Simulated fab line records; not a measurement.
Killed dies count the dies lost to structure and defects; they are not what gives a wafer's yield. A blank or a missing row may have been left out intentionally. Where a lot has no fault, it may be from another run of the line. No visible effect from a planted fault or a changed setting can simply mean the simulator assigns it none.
Matching of chambers ; flow sky130 ; 4 sister chambers for SKY_VIA1_CMP_02 on cmp-02
The step polishes SiO2. 4 wafers are shown with their chamber, then 8 later ones without.

## EACH WAFER AND ITS CHAMBER
wafer;chamber;motor_current_A (A)
L766.3;0;12.2
L767.1;2;11.9
L767.6;1;12.6
L768.1;3;12.7

## WAFERS MISSING THEIR CHAMBER
wafer;motor_current_A (A)
L768.2;12.3
L768.4;11.5
L769.2;12.3
L769.3;11.4
L769.4;12.9
L771.1;11.1
L771.3;13.2
L771.4;12.0

## CHAMBER TAKEN BY EACH
wafer;from the rows above;in truth
L768.2;can't be placed: 0 or 1 or 3 or 2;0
L768.4;can't be placed: 2 or 0 or 1 or 3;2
L769.2;can't be placed: 0 or 1 or 3 or 2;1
L769.3;can't be placed: 2 or 0 or 1 or 3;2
L769.4;can't be placed: 3 or 1 or 0 or 2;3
L771.1;can't be placed: 2 or 0 or 1 or 3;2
L771.3;can't be placed: 3 or 1 or 0 or 2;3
L771.4;can't be placed: 2 or 0 or 1 or 3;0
Placed correctly: 0 of 8. Unplaceable from these rows: 8, with the true chamber sitting among the candidates in 8. Number placed wrongly: 0.
How it was worked out, from the rows above alone: a wafer's distance from a chamber is the root of the sum, over the readings, of the square of ((its reading less the chamber's mean) divided by the reading's scatter). The wafer belongs to the nearest chamber; if the next one is less than 2 further off, it can't be placed. Each chamber's mean is taken over the wafers shown for it. The scatter: root of mean squared gap, hidden wafer to nearest shown wafer, with one shown wafer a chamber.
